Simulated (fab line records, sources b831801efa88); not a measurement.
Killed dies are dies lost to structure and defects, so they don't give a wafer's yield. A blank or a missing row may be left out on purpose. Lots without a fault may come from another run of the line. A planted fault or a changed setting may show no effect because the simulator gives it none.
Chamber matching | flow sky130 | SKY_POLY_CUT_ETCH_10 on rie_diel-04: 4 sister chambers
The step etches BARC in N2/H2, stops on SiO2, time 45.9 s, target depth 60 nm. 4 wafers are shown with their chamber, then 7 later ones without.

WAFERS WITH THEIR CHAMBER
wafer  | chamber | drypump_motor_current_A (A)
L712.2 | 3       | 5.3
L712.3 | 2       | 5.7
L717.1 | 1       | 5.9
L717.3 | 0       | 4.9

WAFERS WITHOUT THEIR CHAMBER
wafer  | drypump_motor_current_A (A)
L717.6 | 4.9
L718.2 | 5.4
L718.3 | 5.0
L718.6 | 5.0
L719.1 | 5.4
L719.4 | 5.7
L719.5 | 6.0

WHICH CHAMBER EACH WENT THROUGH
wafer  | from the rows above | in truth
L717.6 | 0                   | 0
L718.2 | 3                   | 3
L718.3 | 0                   | 0
L718.6 | 0                   | 0
L719.1 | 3                   | 3
L719.4 | 2                   | 2
L719.5 | 1                   | 1
Placed correctly: 7 of 7. Can't be placed from these rows: 0. Placed wrongly: 0.
How it was worked out, from the rows above alone: a wafer's distance from a chamber is the root of the sum, over the readings, of the square of ((its reading less the chamber's mean) divided by the reading's scatter). The wafer belongs to the nearest chamber; if the next one is less than 2 further off, it can't be placed. A chamber's mean is the mean of its shown wafers. The scatter: with one shown wafer a chamber, the root of the mean of the squares of how far each hidden wafer lies from its nearest shown one.
